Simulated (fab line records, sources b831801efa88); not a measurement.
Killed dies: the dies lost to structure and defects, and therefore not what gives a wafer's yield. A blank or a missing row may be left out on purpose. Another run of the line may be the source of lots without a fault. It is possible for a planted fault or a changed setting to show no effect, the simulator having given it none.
Problem report, 8D (eight disciplines) form, completed by code ; flow gf180mcu ; the parts of the form that need people (team, actions taken, sign-off) are left out

1. WHAT IS WRONG
At GF_PASSIVATION_PROBE_99, sort_bin_3_pad_short averages 3.9 % over 6 wafers from 2 lots, while fault-free wafers read 0.4 %, standard deviation 0.32. That puts it +11 standard deviations away from the usual mean.
The first sign was on wafer L496.2 at day 33 11:04, on prober-01. At this step, 36 wafers from 12 lots have a number in the record. By rule, "out" or "out of limits" means more than 4 standard deviations away from the usual mean. Any other wafer with a number is counted as sound.

2. WHAT IT IS, WHAT IT ISN'T
question;is;is not
which readings at this step;sort_bin_3_pad_short, killed_at_M0_to_M3;killed_at_contacts, killed_open, killed_short
which lots;L496, L500;L483, L485, L486, L488, L489, L490, L492, L493, L502, L503
which wafers of those lots;all that have a number;-
read on which tools;prober-01;prober-02
when;from day 33 11:04;"up to then (24 sound wafers); but 6 sound wafers of L502, L503 came after"

3. WHAT RULES OUT EACH SUSPECT
Counting: a tool stays on the suspect list if, at a process step up to the reading, it processed all lots that are out and no sound lot following the first of them.
- rie_metal-03 at GF_M2_METAL_ETCH_16 (etches the open film in Cl2/BCl3, stops on SiO2, target depth 750.8 nm, time 125.1 s): kept. Every lot that is out went through it, starting with L496 (day 24 23:44), and after that it ran no sound lot; the last sound lot it ran before then is L493 (day 24 01:38).
- prober-01 at GF_PASSIVATION_PROBE_99: ruled out as a lasting fault. The sound lots L502 went through it after L496, its earliest lot that is out (day 33 11:04).
The count leaves rie_metal-03 at GF_M2_METAL_ETCH_16.

4. THE CAUSE (what the simulator had put in)
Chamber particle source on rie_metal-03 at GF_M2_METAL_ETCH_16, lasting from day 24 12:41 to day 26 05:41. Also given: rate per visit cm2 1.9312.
Counting left only this tool.

5. SEQUENCE OF EFFECTS, ordered by route
Each row: a reading where the mean over the struck wafers with a number is more than 3 standard deviations away from the usual. Only readings for which the record gives a usual standard deviation are gone through. hours: the time from each lot's start at the first step in this table that gives one to its start at this step, as a median over the lots. sigmas: the change in usual standard deviations.
hours;step;reading;usual;on struck wafers;change;sigmas
0;GF_PASSIVATION_PROBE_99;defect_limited_yield;90.3 %;82.4;-7.9;-5.7
0;GF_PASSIVATION_PROBE_99;killed_at_M0_to_M3;21;62;+41;+9.4
0;GF_PASSIVATION_PROBE_99;killed_dies;48;87;+39;+5.5
0;GF_PASSIVATION_PROBE_99;killed_on_rim;9.1;20.5;+11.4;+3.9
0;GF_PASSIVATION_PROBE_99;sort_bin_3_pad_short;0.4 %;3.9;+3.5;+11
0;GF_PASSIVATION_PROBE_99;sort_bin_5_function;5.7 %;9.4;+3.7;+3.4
0;GF_PASSIVATION_PROBE_99;sort_n_pass;444;405;-39;-5.5
0;GF_PASSIVATION_PROBE_99;sort_yield_pct;90.3 %;82.4;-7.9;-5.7
Process steps it contains:
- GF_PASSIVATION_PROBE_99

6. WHAT WOULD HAVE CAUGHT IT SOONER
First out-of-limits reading in this record: day 33 11:04, which is 214 hours after fault onset at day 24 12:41.
Tool readings at GF_M2_METAL_ETCH_16 with a usual standard deviation given in the record: none out on any struck wafer, hence no alarm at a limit of 4 standard deviations on them.
The start of GF_M2_METAL_ETCH_16 on rie_metal-03 came by day 33 11:04 for every one of the lots that are out (2). None of them would have been spared by holding the tool at that moment.
